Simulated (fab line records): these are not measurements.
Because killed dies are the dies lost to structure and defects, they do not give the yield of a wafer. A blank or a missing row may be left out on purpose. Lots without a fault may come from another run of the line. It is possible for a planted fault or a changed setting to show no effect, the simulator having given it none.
fab line records ; flow gf180mcu ; part 2 of 2: steps 35 to 47 of 47
record lots=5; wafers=15; last-day=34
route steps=602 shown MVSD@72 MVPSD@78 VT_IMPLANT@90
lots untouched by any fault: they come from a run of this same line in which no faults occurred
start-h: hours from the record's opening day to when the first of the lot's shown wafers began ; wait-h: how many hours have passed since the lot's step before this one ; " repeats the value in the row above ; L1.1+2: several wafers, shown together as one row ; - no value present, or no start provided ; * or withheld: withheld ; < > ~ a bound
route shown NAME@n: names a module that has steps shown in the file, with the first one's number in the route ; usual: average and standard deviation across the fault-free wafers ; same: alike in all rows ; chamber/n: place in a boat ; sites: per-site readings ; _std_site: how widely they spread, as a standard deviation ; _edge_site: outer sites' mean less inner sites' ; radius-mm: for every site, how far away it sits from the centre of the wafer ; mask NAME#n: copy n ; behind: the tool/chamber that last shaped the wafer ; hold: cause of the lot's hold/its duration in hours/its outcome ; device: the transistor (n, p or np) that didn't switch ; end of line: the route-end tests of the same wafers ; a step with no rows: only its recipe ; killed: dies that structure and defects cost at the first sort, which is not the same as the wafer's yield ; map: shows each die of a wafer: x if killed, . if not, _ if none is there
set.NAME: the setting as run; set.NAME@STEP: as run at that earlier step ; model.NAME: the simulator's own value behind a step, which no gauge read
lots at selected steps of the route; one table per step, one row per wafer
services: a tool's chamber out of use, with start hour (start-h, from the record's first day; less than 0 if before it), hours out, and reason
## steps
# step GF_VT_IMPLANT_PEB_16
# recipe temp-c=withheld; time-s=*; resist=NOVOLAK
lot.wafer;tool;chamber;start-h;wait-h
L082.1+4+6;litho-track-01;0;-;-
L091.1+3+5;litho-track-01;0;-;-
L094.3+5+6;litho-track-03;0;-;-
L095.2+4+6;litho-track-04;0;-;-
L097.1+3+4;litho-track-01;0;-;-
# step GF_VT_IMPLANT_DEVELOP_17
# recipe develop-time-s=60; dev-temp-c=23
# same develop-time-s=60
lot.wafer;tool;chamber;start-h;wait-h
L082.1+4+6;litho-track-01;0;175.97;0.1
L091.1+3+5;litho-track-01;0;231.02;0.1
L094.3+5+6;litho-track-03;0;255.96;0.1
L095.2+4+6;litho-track-04;0;258.10;0.1
L097.1+3+4;litho-track-01;0;278.77;0.1
# step GF_VT_IMPLANT_OVL_MEAS_18
# usual VT_IMPLANT_01_OVL=0.2/1.3
lot.wafer;tool;chamber;start-h;wait-h;VT_IMPLANT_01_OVL[nm]
L082.1;overlay-02;-;176.12;0.1;2.0
L082.4;overlay-02;-;176.12;0.1;2.0
L082.6;overlay-02;-;176.12;0.1;1.3
L091.1;overlay-02;-;231.17;0.1;0.4
L091.3;overlay-02;-;231.17;0.1;1.4
L091.5;overlay-02;-;231.17;0.1;1.2
L094.3;overlay-02;-;256.07;0.1;0.2
L094.5;overlay-02;-;256.07;0.1;3.3
L094.6;overlay-02;-;256.07;0.1;1.6
L095.2;overlay-02;-;258.23;0.1;1.7
L095.4;overlay-02;-;258.23;0.1;1.6
L095.6;overlay-02;-;258.23;0.1;1.5
L097.1;overlay-01;-;278.92;0.1;-2.3
L097.3;overlay-01;-;278.92;0.1;0.0
L097.4;overlay-01;-;278.92;0.1;-1.7
# step GF_VT_IMPLANT_IMPLANT_19
# recipe species=As; energy-kev=100; dose-cm2=4.35e+12; tilt-deg=7
lot.wafer;tool;chamber;start-h;wait-h
L082.1+4+6;implanter-02;0;176.15;0.0
L091.1+3+5;implanter-03;0;231.20;0.0
L094.3+5+6;implanter-03;0;256.14;0.1
L095.2+4+6;implanter-02;0;258.28;0.0
L097.1+3+4;implanter-02;0;278.95;0.0
# step GF_VT_IMPLANT_STRIP_20
# recipe chemistry=O2/N2; power-w=1400; pressure-mtorr=1500; platen-temp-c=250; o2-flow-sccm=3000; n2-flow-sccm=300; overash-fraction=0.5
# usual drypump-motor-current-A=5.9/0.3; heater-power-w=306/23; oes-product-au=0.716/0.0048; strip-time-to-endpoint-s=12.64/0.033
lot.wafer;tool;chamber;start-h;wait-h;drypump-motor-current-A;heater-power-w;oes-product-au;rf-hours-counter-h;strip-time-to-endpoint-s
L082.1;plasma-asher-02;0;176.30;0.1;6.4;331;0.721;36;12.60
L082.4;plasma-asher-02;0;176.30;0.1;6.5;331;0.715;-;12.61
L082.6;plasma-asher-02;0;176.30;0.1;6.5;325;0.715;-;12.60
L091.1;plasma-asher-03;0;231.35;0.1;5.8;281;0.719;12;12.66
L091.3;plasma-asher-03;1;231.35;0.1;5.9;293;0.711;-;12.67
L091.5;plasma-asher-03;1;231.35;0.1;5.8;288;0.712;-;12.67
L094.3;plasma-asher-04;1;256.28;0.1;5.5;280;0.718;-;12.63
L094.5;plasma-asher-04;0;256.28;0.1;6.1;342;0.716;-;12.65
L094.6;plasma-asher-04;1;256.28;0.1;5.5;294;0.723;-;12.60
L095.2;plasma-asher-03;0;258.41;0.1;5.7;283;0.718;15;12.64
L095.4;plasma-asher-03;0;258.41;0.1;5.8;274;0.721;-;12.63
L095.6;plasma-asher-03;0;258.41;0.1;5.8;282;0.722;-;12.63
L097.1;plasma-asher-03;0;279.10;0.1;5.7;286;0.717;18;12.64
L097.3;plasma-asher-03;1;279.10;0.1;5.9;287;0.719;-;12.64
L097.4;plasma-asher-03;0;279.10;0.1;5.7;280;0.712;-;12.68
# step GF_VT_IMPLANT_TW_MEAS_21
# usual VT_IMPLANT_2_TW=1212/9.1
lot.wafer;tool;chamber;start-h;wait-h;VT_IMPLANT_2_TW
L082.1;film-metro-01;-;176.40;0.1;1221
L082.4;film-metro-01;-;176.40;0.1;1219
L082.6;film-metro-01;-;176.40;0.1;1213
L091.1;film-metro-03;-;231.45;0.1;1201
L091.3;film-metro-03;-;231.45;0.1;1204
L091.5;film-metro-03;-;231.45;0.1;1210
L094.3;film-metro-04;-;256.36;0.1;1224
L094.5;film-metro-04;-;256.36;0.1;1231
L094.6;film-metro-04;-;256.36;0.1;1228
L095.2;film-metro-03;-;258.52;0.1;1214
L095.4;film-metro-03;-;258.52;0.1;1204
L095.6;film-metro-03;-;258.52;0.1;1207
L097.1;film-metro-03;-;279.20;0.1;1210
L097.3;film-metro-03;-;279.20;0.1;1202
L097.4;film-metro-03;-;279.20;0.1;1210
# step GF_VT_IMPLANT_DEHYDRATE_22
# recipe temp-c=200; time-s=60
lot.wafer;tool;chamber;start-h;wait-h
L082.1+4+6;litho-track-01;0;184.12;7.7
L091.1+3+5;litho-track-03;0;239.96;8.5
L094.3+5+6;litho-track-04;0;265.12;8.7
L095.2+4+6;litho-track-04;0;267.35;8.8
L097.1+3+4;litho-track-01;0;288.92;9.7
# step GF_VT_IMPLANT_HMDS_23
# recipe prime-time-s=60; prime-temp-c=120
lot.wafer;tool;chamber;start-h;wait-h
L082.1+4+6;litho-track-01;0;184.27;0.1
L091.1+3+5;litho-track-03;0;240.11;0.1
L094.3+5+6;litho-track-04;0;265.27;0.1
L095.2+4+6;litho-track-04;0;267.50;0.1
L097.1+3+4;litho-track-01;0;289.07;0.1
# step GF_VT_IMPLANT_COAT_24
# recipe resist=NOVOLAK; spin-rpm=3000; resist-thk-nm=1000
lot.wafer;tool;chamber;start-h;wait-h
L082.1+4+6;litho-track-01;0;184.42;0.1
L091.1+3+5;litho-track-03;0;240.26;0.1
L094.3+5+6;litho-track-04;0;265.42;0.1
L095.2+4+6;litho-track-04;0;267.65;0.1
L097.1+3+4;litho-track-01;0;289.22;0.1
# step GF_VT_IMPLANT_SOFTBAKE_25
# recipe temp-c=90; time-s=60; resist=NOVOLAK
lot.wafer;tool;chamber;start-h;wait-h
L082.1+4+6;litho-track-01;0;184.57;0.1
L091.1+3+5;litho-track-03;0;240.41;0.1
L094.3+5+6;litho-track-04;0;265.57;0.1
L095.2+4+6;litho-track-04;0;267.80;0.1
L097.1+3+4;litho-track-01;0;289.37;0.1
# step GF_VT_IMPLANT_EXPOSE_26
# recipe mask-id=LVPWELL_HV_AREA; target-cd-nm=860; na=0.6; source-shape=conventional; sigma-outer=0.6; dose-mj=140
# usual focus-offset-nm=0.1/0.49
# same sigma-outer=0.6
lot.wafer;tool;chamber;start-h;wait-h;mask;focus-offset-nm
L082.1;iline-stepper-02;0;-;-;LVPWELL_HV_AREA#0;0.4
L082.4;iline-stepper-02;0;-;-;LVPWELL_HV_AREA#0;0.2
L082.6;iline-stepper-02;0;-;-;LVPWELL_HV_AREA#0;0.6
L091.1;iline-stepper-02;0;-;-;LVPWELL_HV_AREA#0;-0.4
L091.3;iline-stepper-02;0;-;-;LVPWELL_HV_AREA#0;-0.6
L091.5;iline-stepper-02;0;-;-;LVPWELL_HV_AREA#0;-1.0
L094.3;iline-stepper-02;0;-;-;LVPWELL_HV_AREA#0;-0.4
L094.5;iline-stepper-02;0;-;-;LVPWELL_HV_AREA#0;0.5
L094.6;iline-stepper-02;0;-;-;LVPWELL_HV_AREA#0;0.5
L095.2;iline-stepper-02;0;-;-;LVPWELL_HV_AREA#0;-0.2
L095.4;iline-stepper-02;0;-;-;LVPWELL_HV_AREA#0;-1.2
L095.6;iline-stepper-02;0;-;-;LVPWELL_HV_AREA#0;-0.8
L097.1;iline-stepper-01;0;-;-;LVPWELL_HV_AREA#0;0.8
L097.3;iline-stepper-01;0;-;-;LVPWELL_HV_AREA#0;0.8
L097.4;iline-stepper-01;0;-;-;LVPWELL_HV_AREA#0;-0.8
# step GF_VT_IMPLANT_PEB_27
# recipe temp-c=withheld; time-s=*; resist=NOVOLAK
lot.wafer;tool;chamber;start-h;wait-h
L082.1+4+6;litho-track-04;0;-;-
L091.1+3+5;litho-track-01;0;-;-
L094.3+5+6;litho-track-04;0;-;-
L095.2+4+6;litho-track-01;0;-;-
L097.1+3+4;litho-track-04;0;-;-
# step GF_VT_IMPLANT_DEVELOP_28
# recipe develop-time-s=60; dev-temp-c=23
# same develop-time-s=60
lot.wafer;tool;chamber;start-h;wait-h
L082.1+4+6;litho-track-04;0;192.17;0.1
L091.1+3+5;litho-track-01;0;250.12;0.1
L094.3+5+6;litho-track-04;0;274.77;0.1
L095.2+4+6;litho-track-01;0;277.04;0.1
L097.1+3+4;litho-track-04;0;299.22;0.1
## services
tool;chamber;start-h;hours;kind
plasma-asher-01;-;108.28;1.5;repair
plasma-asher-03;-;108.75;9.0;pm
plasma-asher-03;0;108.75;9.0;vent-cycle
implanter-01;-;115.23;20.5;repair
litho-track-02;-;118.69;-;consumable-replace:filter
plasma-asher-01;-;129.19;14.6;pm
iline-stepper-01;-;130.89;3.9;repair
iline-stepper-02;-;136.80;1.7;pm
iline-stepper-02;0;138.72;-;calibration
iline-stepper-02;-;138.85;2.9;repair
plasma-asher-02;-;143.15;1.8;repair
implanter-02;-;147.76;2.5;pm
plasma-asher-01;-;152.00;2.6;repair
plasma-asher-01;-;157.12;1.5;repair
implanter-02;-;163.46;3.8;pm
iline-stepper-02;-;168.55;8.9;pm
implanter-04;-;173.27;14.0;pm
litho-track-01;-;180.26;-;consumable-replace:filter
plasma-asher-03;-;200.36;1.5;repair
implanter-01;-;209.05;1.0;repair
implanter-01;-;223.89;5.3;pm
plasma-asher-04;-;235.90;2.0;repair
plasma-asher-01;-;263.69;12.6;repair
iline-stepper-01;0;271.89;-;calibration
